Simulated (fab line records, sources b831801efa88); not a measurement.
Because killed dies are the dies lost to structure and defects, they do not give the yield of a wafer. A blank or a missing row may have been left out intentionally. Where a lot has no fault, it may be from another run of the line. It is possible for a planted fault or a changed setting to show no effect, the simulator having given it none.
What tool caused it?	flow sky130	Sampling: 13 lots, 35 wafers, 5 of 708 route steps

== WHAT EACH GAUGE READ, for each wafer ==
No reading from a measuring or inspecting step in the record can be judged against a usual standard deviation.

== TOOL THAT RAN EACH LOT (tool first, then ch and the chambers of the sampled wafers, then the start) ==
lot	SKY_METAL3_SPUTTER_04	SKY_METAL5_SPUTTER_01	SKY_PASSIVATION_STRIP_12	SKY_PAD_OPEN_ETCH_07	SKY_PAD_OPEN_PROBE_99
L673	pvd-sputter-03, day 37 00:36	pvd-sputter-04, day 43 13:44	plasma-asher-02 ch 0,1, day 45 11:00	rie-diel-01 ch 1,3, day 46 08:36	prober-01, day 46 11:01
L675	pvd-sputter-03, day 37 07:58	pvd-sputter-04, day 43 17:38	plasma-asher-04 ch 0,1, day 45 15:25	rie-diel-04 ch 0,1,2, day 46 11:43	-
L676	pvd-sputter-02, day 37 13:35	pvd-sputter-01, day 43 22:15	plasma-asher-03 ch 0,1, day 45 19:33	rie-diel-01 ch 0,1,2, day 46 16:37	-
L677	pvd-sputter-03, day 37 18:49	pvd-sputter-01, day 44 03:20	plasma-asher-03 ch 1, day 45 23:25	rie-diel-04 ch 0, day 46 20:10	prober-01, day 46 22:32
L678	pvd-sputter-03, day 37 23:55	pvd-sputter-03, day 44 07:53	plasma-asher-04 ch 0, day 46 03:59	rie-diel-04 ch 0, day 47 01:10	prober-01, day 47 03:41
L681	pvd-sputter-04, day 38 18:41	pvd-sputter-03, day 45 02:10	plasma-asher-03 ch 0,1, day 46 20:43	rie-diel-04 ch 1,2, day 47 16:13	prober-01, day 47 18:38
L682	pvd-sputter-02, day 39 05:55	pvd-sputter-04, day 45 10:44	plasma-asher-04 ch 0,1, day 47 05:34	rie-diel-04 ch 1,2,3, day 48 01:04	-
L683	pvd-sputter-02, day 39 14:42	pvd-sputter-01, day 45 18:35	plasma-asher-03 ch 0,1, day 47 13:46	rie-diel-02 ch 0,1,2, day 48 08:22	prober-01, day 48 10:50
L685	pvd-sputter-02, day 40 01:29	pvd-sputter-01, day 46 03:33	plasma-asher-03 ch 0,1, day 47 21:37	rie-diel-02 ch 0,3, day 48 15:55	prober-01, day 48 18:16
L692	pvd-sputter-02, day 41 22:13	pvd-sputter-04, day 47 18:42	plasma-asher-03 ch 0,1, day 49 08:13	rie-diel-02 ch 0,1,2, day 50 00:40	prober-02, day 50 03:04
L693	pvd-sputter-02, day 42 08:44	pvd-sputter-01, day 48 03:00	plasma-asher-04 ch 0,1, day 49 15:32	rie-diel-04 ch 1,2,3, day 50 07:46	-
L694	pvd-sputter-04, day 42 15:44	pvd-sputter-04, day 48 06:34	plasma-asher-04 ch 0,1, day 49 19:08	rie-diel-02 ch 0,3, day 50 11:03	-
L696	pvd-sputter-03, day 42 23:53	pvd-sputter-01, day 48 13:34	plasma-asher-03 ch 1, day 50 01:28	rie-diel-04 ch 0,1,2, day 50 16:39	-
- SKY_METAL3_SPUTTER_04: material TiN, target thk 70 nm, time 58.3 s.
- SKY_METAL5_SPUTTER_01: material TiN, target thk 20 nm, time 16.7 s.
- SKY_PASSIVATION_STRIP_12: strips in O2/N2.
- SKY_PAD_OPEN_ETCH_07: etches the open film in CF4/O2, stops on AlCu, target depth 725 nm, time 161.1 s.
- SKY_PAD_OPEN_PROBE_99

== AS READ BY THE TOOLS THEMSELVES (means over the sampled wafers that have a number; for cases with no such wafer, the mark the record gives instead) ==
SKY_METAL3_SPUTTER_04. Usual: throttle-valve-pct reads 30.2 % (standard deviation 1.2).
lot	tool	throttle-valve-pct (%)	flag
L673	pvd-sputter-03	28.9	
L675	pvd-sputter-03	29.8	
L676	pvd-sputter-02	30.0	
L677	pvd-sputter-03	29.0	
L678	pvd-sputter-03	29.0	
L681	pvd-sputter-04	29.5	
L682	pvd-sputter-02	29.8	
L683	pvd-sputter-02	29.8	
L685	pvd-sputter-02	30.8	
L692	pvd-sputter-02	31.0	
L693	pvd-sputter-02	30.6	
L694	pvd-sputter-04	30.1	
L696	pvd-sputter-03	30.9	

SKY_METAL5_SPUTTER_01. Usual: throttle-valve-pct reads 30.2 % (standard deviation 1.1).
lot	tool	throttle-valve-pct (%)	flag
L673	pvd-sputter-04	29.8	
L675	pvd-sputter-04	30.4	
L676	pvd-sputter-01	29.3	
L677	pvd-sputter-01	28.6	
L678	pvd-sputter-03	31.9	
L681	pvd-sputter-03	29.8	
L682	pvd-sputter-04	30.1	
L683	pvd-sputter-01	30.3	
L685	pvd-sputter-01	30.5	
L692	pvd-sputter-04	30.4	
L693	pvd-sputter-01	30.1	
L694	pvd-sputter-04	30.7	
L696	pvd-sputter-01	30.0	

SKY_PASSIVATION_STRIP_12. Usual: drypump-motor-current-A 5.9 A, standard deviation 0.35; oes-product-au 0.661 a.u., standard deviation 0.0045; strip-time-to-endpoint-s 31.77 s, standard deviation 0.13.
lot	tool	drypump-motor-current-A (A)	oes-product-au (a.u.)	strip-time-to-endpoint-s (s)	flag
L673	plasma-asher-02	5.7	0.661	31.63	
L675	plasma-asher-04	5.8	0.661	31.72	
L676	plasma-asher-03	6.2	0.663	31.77	
L677	plasma-asher-03	5.9	0.659	31.49	
L678	plasma-asher-04	5.9	0.656	31.64	
L681	plasma-asher-03	6.2	0.662	31.73	
L682	plasma-asher-04	5.8	0.657	31.63	
L683	plasma-asher-03	6.1	0.659	31.83	
L685	plasma-asher-03	6.2	0.659	31.58	
L692	plasma-asher-03	6.2	0.668	31.86	
L693	plasma-asher-04	5.8	0.662	31.76	
L694	plasma-asher-04	5.7	0.656	31.74	
L696	plasma-asher-03	5.9	0.662	31.76	

SKY_PAD_OPEN_ETCH_07. Usual: cf4-flow-sccm 80.00 sccm, standard deviation 0.21; drypump-motor-current-A 5.6 A, standard deviation 0.44; oes-product-au 0.979 a.u., standard deviation 0.0081; rf-fwd-power-W 796.9 W, standard deviation 2.7; throttle-valve-pct 5.964 %, standard deviation 0.009.
lot	tool	cf4-flow-sccm (sccm)	drypump-motor-current-A (A)	oes-product-au (a.u.)	rf-fwd-power-W (W)	throttle-valve-pct (%)	flag
L673	rie-diel-01	79.91	5.6	0.978	799.7	5.965	
L675	rie-diel-04	80.11	5.8	0.979	795.7	5.962	
L676	rie-diel-01	79.93	5.4	0.968	795.8	5.966	
L677	rie-diel-04	79.84	5.8	0.979	795.5	5.971	
L678	rie-diel-04	80.05	5.8	0.975	800.4	5.968	
L681	rie-diel-04	79.97	6.0	0.989	796.6	5.965	
L682	rie-diel-04	79.88	5.5	0.981	798.1	5.965	
L683	rie-diel-02	79.93	5.4	0.980	796.2	5.960	
L685	rie-diel-02	79.92	5.8	0.984	794.7	5.961	
L692	rie-diel-02	80.12	5.4	0.970	795.4	5.961	
L693	rie-diel-04	79.91	5.5	0.975	795.8	5.967	
L694	rie-diel-02	80.04	5.4	0.972	798.0	5.967	
L696	rie-diel-04	80.06	5.8	0.984	796.4	5.959	

SKY_PAD_OPEN_PROBE_99. Usual: killed_at_M0_to_M3 42, standard deviation 6.8; killed_at_M4_up 3.4, standard deviation 1.8; killed-at-contacts 25, standard deviation 5.7; killed-at-front-end 16, standard deviation 4.8; killed-at-other 0.2, standard deviation 0.39; killed-dies 87, standard deviation 9.6; killed-open 47, standard deviation 6.9; killed-short 40, standard deviation 6.3.
lot	tool	killed_at_M0_to_M3	killed_at_M4_up	killed-at-contacts	killed-at-front-end	killed-at-other	killed-dies	killed-open	killed-short	flag
L673	prober-01	47	4.3	29	13	0.3	93	52	42	
L677	prober-01	91	5.0	17	13	0.0	126	46	28	OFF
L678	prober-01	89	3.0	13	10	0.0	115	32	33	OFF
L681	prober-01	40	3.3	19	18	0.0	80	39	42	
L683	prober-01	43	3.0	21	14	0.0	81	47	34	
L685	prober-01	45	3.3	26	13	0.0	87	50	37	
L692	prober-02	43	3.7	29	10	0.3	87	45	41	

== THE ANSWER, worked out from the rows above alone ==
Rule: a lot counts as off when the mean over its wafers that have a number is more than 3 standard deviations away from the usual mean. Also off: a lot with no number at a reading for which 4 or more lots have one. Where the step has rows for the other lots, those lots are counted as sound. Order of review: gauges by route order, followed by the tools' own readings, for which a lot's mean as printed above is used. The first step at which some lot is off is used, and at that step the reading that is off furthest; a lot without a number counts as furthest.
Off, at SKY_PAD_OPEN_PROBE_99 on killed_at_M0_to_M3: L677, L678. Neither off nor sound, because the step has no rows for them: L675, L676, L682, L693, L694, L696.
A tool fits if, at that step or a process step before it, it ran every lot that is off, and no sound lot after the first of them. One fits: SKY_METAL3_SPUTTER_04 on pvd-sputter-03. Its last sound lot is L673 (day 37 00:36), its first lot that is off L677 (day 37 18:49): a fault that began between those two fits.

== WHAT THE SIMULATOR HAD INSERTED ==
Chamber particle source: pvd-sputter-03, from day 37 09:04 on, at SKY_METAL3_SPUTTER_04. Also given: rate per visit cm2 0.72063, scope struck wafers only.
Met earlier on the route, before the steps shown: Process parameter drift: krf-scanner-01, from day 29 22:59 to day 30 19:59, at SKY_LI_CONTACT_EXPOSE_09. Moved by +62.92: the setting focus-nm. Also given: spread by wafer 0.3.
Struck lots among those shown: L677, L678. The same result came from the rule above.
